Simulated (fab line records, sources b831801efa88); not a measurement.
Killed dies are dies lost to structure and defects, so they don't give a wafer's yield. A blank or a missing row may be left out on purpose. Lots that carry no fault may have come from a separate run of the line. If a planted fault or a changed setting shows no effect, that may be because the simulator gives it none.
What tool caused it?    flow gf180mcu    route of 602 steps, sampled at 1 step: 7 lots, 21 wafers

## WHAT THE GAUGES SHOWED, per wafer
GF_STI_THK_MEAS_02.
lot   measured     on             STI_OXIDATION_THK (nm)
L846  day 1 17:01  film_metro-04  10.09 9.87 9.94
L848  day 2 02:53  film_metro-01  10.05 10.14 10.18
L850  day 2 12:31  film_metro-02  9.96 10.09 10.15
L852  day 2 22:31  film_metro-02  10.07 9.97 10.22
L854  day 3 08:35  film_metro-02  9.98 10.06 9.99
L857  day 3 23:31  film_metro-02  9.91 9.86 10.03
L861  day 4 21:44  film_metro-02  10.03 10.18 9.93

## TOOL THAT RAN EACH LOT (tool first, then ch and the chambers of the sampled wafers, then the start)
The record holds no process step before these readings.

## THE ANSWER, worked out from the rows above alone
Rule: the usual values come from the lots themselves. The widest of any qualifying gaps counts: lots, ordered by their means at a reading, are off when they make up no more than a third of the lots, leave a main group of 4 or more, and stand apart from it by 3 or more times the standard deviation of that group's means. Not used: any main group whose means are identical at the precision the tables above print for the reading. Also off: a lot with no number at a reading for which 4 or more lots have one. Any other lot the step has rows for is counted as sound.
None of the lots is off at any reading shown; this tells nothing.

## WHAT HAD BEEN PUT IN BY THE SIMULATOR
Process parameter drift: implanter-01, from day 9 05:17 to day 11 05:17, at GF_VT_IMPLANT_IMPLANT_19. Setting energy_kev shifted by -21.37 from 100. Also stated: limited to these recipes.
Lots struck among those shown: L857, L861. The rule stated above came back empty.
